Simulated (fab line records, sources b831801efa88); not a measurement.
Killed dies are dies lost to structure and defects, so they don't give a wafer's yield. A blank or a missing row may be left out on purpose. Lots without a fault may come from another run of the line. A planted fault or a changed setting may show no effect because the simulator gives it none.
Which tool did it? | flow sfq_line | 14 lots, 42 wafers sampled, at 5 steps of a route of 325

WHAT THE GAUGES READ, wafer by wafer
SFQ_I1_OVL_MEAS_913.
lot  | measured     | on         | I1_OVL (nm)
L567 | day 16 21:15 | overlay-02 | -12 -9 -8
L570 | day 18 14:48 | overlay-01 | -15 -10 -14
L571 | day 18 22:00 | overlay-02 | -9 -9 -5
L572 | day 19 05:13 | overlay-01 | -8 1 0
L573 | day 19 08:48 | overlay-02 | -7 -4 -4
L575 | day 19 20:48 | overlay-01 | -1 -11 -3
L576 | day 20 13:31 | overlay-02 | -6 -8 -6
L577 | day 20 21:56 | overlay-01 | -2 -1 -5
L578 | day 21 09:14 | overlay-02 | -3 -2 2
L579 | day 21 14:02 | overlay-02 | -10 -8 -9
L580 | day 21 16:26 | overlay-01 | -13 -9 -8
L581 | day 21 20:02 | overlay-01 | -10 -9 -11
L589 | day 23 16:27 | overlay-02 | -7 -6 -8
L590 | day 23 19:50 | overlay-01 | -6 -9 -7

SFQ_M3_RS_MEAS_919: measures by four-point-probe.
lot  | measured     | on            | M3_NB_RS (ohm/sq)
L567 | day 23 13:56 | film_metro-03 | 0.889 0.901 0.903
L570 | day 26 00:29 | film_metro-01 | 0.896 0.895 0.894
L571 | day 26 04:43 | film_metro-02 | 0.901 0.908 0.901
L572 | day 26 05:19 | film_metro-01 | 0.885 0.895 0.889
L573 | day 26 09:29 | film_metro-03 | 0.873 0.874 0.880
L575 | day 32 00:02 | film_metro-03 | 0.891 0.882 0.889
L576 | day 32 01:13 | film_metro-03 | 0.517 0.892 0.901
L577 | day 32 03:40 | film_metro-01 | 0.893 0.894 0.891
L578 | day 32 06:02 | film_metro-01 | 0.874 0.877 0.882
L579 | day 32 07:14 | film_metro-02 | 0.903 0.518 0.900
L580 | day 32 11:01 | film_metro-02 | 0.899 0.902 0.904
L581 | day 32 14:25 | film_metro-03 | 0.884 0.880 0.882
L589 | day 33 10:52 | film_metro-02 | 0.920 0.904 0.916
L590 | day 33 13:14 | film_metro-02 | 0.902 0.900 0.906

WHICH TOOL RAN EACH LOT (tool, then ch and the chambers of the sampled wafers, then the start)
lot  | SFQ_TRILAYER_I1_VIA_BARC_OPEN_VIA_ETCH_071 | SFQ_TRILAYER_I1_VIA_STRIP_STRIP_053 | SFQ_TRILAYER_M3_DEP_SPUTTER_073
L567 | rie_diel-03 ch 1,2, day 16 21:17           | rie_metal-03 ch 0,1, day 16 21:26   | pvd_sputter-06, day 23 13:50
L570 | rie_diel-04 ch 0,2,3, day 18 14:50         | rie_metal-03 ch 0,1, day 18 14:59   | pvd_sputter-04, day 26 00:23
L571 | rie_diel-01 ch 0,2,3, day 18 22:02         | rie_metal-02 ch 0,1, day 18 22:11   | pvd_sputter-04, day 26 04:36
L572 | rie_diel-04 ch 0,2,3, day 19 05:14         | rie_metal-01 ch 0,1, day 19 05:35   | pvd_sputter-03, day 26 05:11
L573 | rie_diel-01 ch 1,2,3, day 19 08:50         | rie_metal-02 ch 0,1, day 19 08:59   | pvd_sputter-06, day 26 09:23
L575 | rie_diel-01 ch 0,1,2, day 19 20:50         | rie_metal-02 ch 0,1, day 19 20:59   | pvd_sputter-04, day 31 23:56
L576 | rie_diel-01 ch 2,3, day 20 13:34           | rie_metal-01 ch 0,1, day 20 13:43   | pvd_sputter-06, day 32 01:08
L577 | rie_diel-01 ch 1,3, day 20 21:58           | rie_metal-02 ch 0,1, day 20 22:19   | pvd_sputter-03, day 32 03:32
L578 | rie_diel-04 ch 2,3, day 21 09:16           | rie_metal-03 ch 0,1, day 21 09:26   | pvd_sputter-03, day 32 05:56
L579 | rie_diel-01 ch 0,1, day 21 14:04           | rie_metal-01 ch 0,1, day 21 14:14   | pvd_sputter-06, day 32 07:08
L580 | rie_diel-04 ch 1,2,3, day 21 16:28         | rie_metal-01 ch 0,1, day 21 16:38   | pvd_sputter-04, day 32 10:56
L581 | rie_diel-03 ch 2,3, day 21 20:04           | rie_metal-03 ch 0,1, day 21 20:14   | pvd_sputter-03, day 32 14:20
L589 | rie_diel-03 ch 1,3, day 23 16:28           | rie_metal-01 ch 0,1, day 23 16:50   | pvd_sputter-04, day 33 10:44
L590 | rie_diel-01 ch 0,1,2, day 23 19:52         | rie_metal-02 ch 0,1, day 23 20:02   | pvd_sputter-03, day 33 13:09
- SFQ_TRILAYER_I1_VIA_BARC_OPEN_VIA_ETCH_071: etches BARC in O2, target depth 125 nm, time 41.7 s.
- SFQ_TRILAYER_I1_VIA_STRIP_STRIP_053: strips in O2.
- SFQ_TRILAYER_M3_DEP_SPUTTER_073: material Nb, target thk 200 nm, time 133.3 s.

WHAT THE TOOLS THEMSELVES READ (means of the sampled wafers that have a number; where no wafer has one, the mark that the record gives instead)
SFQ_TRILAYER_I1_VIA_BARC_OPEN_VIA_ETCH_071.
lot  | tool        | drypump_motor_current_A (A) | oes_product_au (a.u.)
L567 | rie_diel-03 | 6.2                         | 0.684
L570 | rie_diel-04 | 6.4                         | 0.687
L571 | rie_diel-01 | 5.8                         | 0.682
L572 | rie_diel-04 | 6.3                         | 0.682
L573 | rie_diel-01 | 5.7                         | 0.685
L575 | rie_diel-01 | 5.5                         | 0.681
L576 | rie_diel-01 | 5.9                         | 0.685
L577 | rie_diel-01 | 5.4                         | 0.688
L578 | rie_diel-04 | 6.2                         | 0.683
L579 | rie_diel-01 | 5.4                         | 0.686
L580 | rie_diel-04 | 6.1                         | 0.689
L581 | rie_diel-03 | 5.1                         | 0.687
L589 | rie_diel-03 | 5.4                         | 0.687
L590 | rie_diel-01 | 5.5                         | 0.677

SFQ_TRILAYER_I1_VIA_STRIP_STRIP_053.
lot  | tool         | drypump_motor_current_A (A) | oes_product_au (a.u.)
L567 | rie_metal-03 | 5.5                         | 1.000
L570 | rie_metal-03 | 5.5                         | 0.990
L571 | rie_metal-02 | 5.6                         | 1.003
L572 | rie_metal-01 | 5.4                         | 1.000
L573 | rie_metal-02 | 5.6                         | 1.003
L575 | rie_metal-02 | 5.6                         | 1.006
L576 | rie_metal-01 | 5.4                         | 0.998
L577 | rie_metal-02 | 5.5                         | 0.994
L578 | rie_metal-03 | 6.0                         | 0.999
L579 | rie_metal-01 | 5.4                         | 0.997
L580 | rie_metal-01 | 5.4                         | 1.000
L581 | rie_metal-03 | 5.9                         | 0.996
L589 | rie_metal-01 | 5.4                         | 1.003
L590 | rie_metal-02 | 5.6                         | 0.991

SFQ_TRILAYER_M3_DEP_SPUTTER_073.
lot  | tool           | throttle_valve_pct (%)
L567 | pvd_sputter-06 | 29.8
L570 | pvd_sputter-04 | 30.1
L571 | pvd_sputter-04 | 29.1
L572 | pvd_sputter-03 | 29.0
L573 | pvd_sputter-06 | 30.4
L575 | pvd_sputter-04 | 29.0
L576 | pvd_sputter-06 | 29.6
L577 | pvd_sputter-03 | 31.3
L578 | pvd_sputter-03 | 29.2
L579 | pvd_sputter-06 | 30.4
L580 | pvd_sputter-04 | 29.1
L581 | pvd_sputter-03 | 30.7
L589 | pvd_sputter-04 | 29.6
L590 | pvd_sputter-03 | 29.7

THE ANSWER, worked out from the rows above alone
Rule: what is usual is taken from the lots themselves. Put in order of their means at a reading, lots are off if they are a third of the lots or fewer, leave a main group of 4 or more, and stand apart from it by a gap of 3 or more times the standard deviation of the main group's means; of several such gaps the widest counts. A main group whose means are all the same, to the digits that the tables above print for the reading, isn't used. A lot without any number at a reading at which 4 lots or more have one is off too. The other lots that the step has rows for count as sound. The gauges are gone through in route order, then the tools' own readings, and for those a lot's mean is taken as printed above. The first step at which some lot is off is used, and at that step the reading that is off furthest; a lot without a number counts as furthest.
Off: L576, L579, at SFQ_M3_RS_MEAS_919 (M3_NB_RS). The main group: mean 0.893 ohm/sq, standard deviation 0.011.
A tool fits if, at a process step before that reading, it ran every lot that is off, and no sound lot after the first of them. The gauges at SFQ_M3_RS_MEAS_919 are tried like those tools. One fits: pvd_sputter-06 at SFQ_TRILAYER_M3_DEP_SPUTTER_073. Its last sound lot is L573 (day 26 09:23), its first lot that is off L576 (day 32 01:08): a fault that began between those two fits.

WHAT THE SIMULATOR HAD PUT IN
Process parameter drift: pvd_sputter-06, from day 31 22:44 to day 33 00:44, at SFQ_TRILAYER_M3_DEP_SPUTTER_073. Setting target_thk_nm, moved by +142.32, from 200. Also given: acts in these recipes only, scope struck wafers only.
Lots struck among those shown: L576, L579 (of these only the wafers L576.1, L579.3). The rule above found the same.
